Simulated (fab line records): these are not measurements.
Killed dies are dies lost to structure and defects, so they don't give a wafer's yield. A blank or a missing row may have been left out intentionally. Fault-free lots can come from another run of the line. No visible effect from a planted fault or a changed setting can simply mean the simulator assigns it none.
Which tool did it? | flow sky130 | 7 lots, 21 wafers sampled, at 1 step of a route of 708

== WHAT THE GAUGES READ, wafer by wafer ==
SKY_FIELD_ISO_THK_MEAS_04.
lot  | measured    | on            | FIELD_ISO_CVD_03_THK (nm)
L740 | day 2 05:53 | film metro-04 | 165.7 165.4 166.0
L742 | day 2 19:32 | film metro-03 | 164.5 163.1 165.1
L744 | day 3 03:37 | film metro-03 | 164.7 164.3 164.9
L751 | day 4 12:02 | film metro-02 | 165.5 164.4 164.6
L753 | day 4 22:40 | film metro-02 | 166.1 166.1 168.2
L756 | day 5 15:59 | film metro-04 | 165.8 166.3 166.5
L758 | day 6 02:44 | film metro-03 | 167.1 167.8 166.5

== WHAT TOOL EACH LOT RAN ON (gives the tool, then ch and the chambers of the sampled wafers, and finally the start) ==
Record: no process step prior to these readings.

== THE ANSWER, worked out from the rows above alone ==
Rule: what is usual is taken from the lots themselves. Put in order of their means at a reading, lots are off if they are a third of the lots or fewer, leave a main group of 4 or more, and stand apart from it by a gap of 3 or more times the standard deviation of the main group's means; of several such gaps the widest counts. The tables above print the reading to a certain number of digits; a main group whose means all agree to those digits is not used. A lot without any number at a reading at which 4 lots or more have one is off too. All remaining lots with rows at the step are treated as sound.
No lot is off on any of the readings shown, so nothing can be concluded from this.

== WHAT WAS PUT IN BY THE SIMULATOR ==
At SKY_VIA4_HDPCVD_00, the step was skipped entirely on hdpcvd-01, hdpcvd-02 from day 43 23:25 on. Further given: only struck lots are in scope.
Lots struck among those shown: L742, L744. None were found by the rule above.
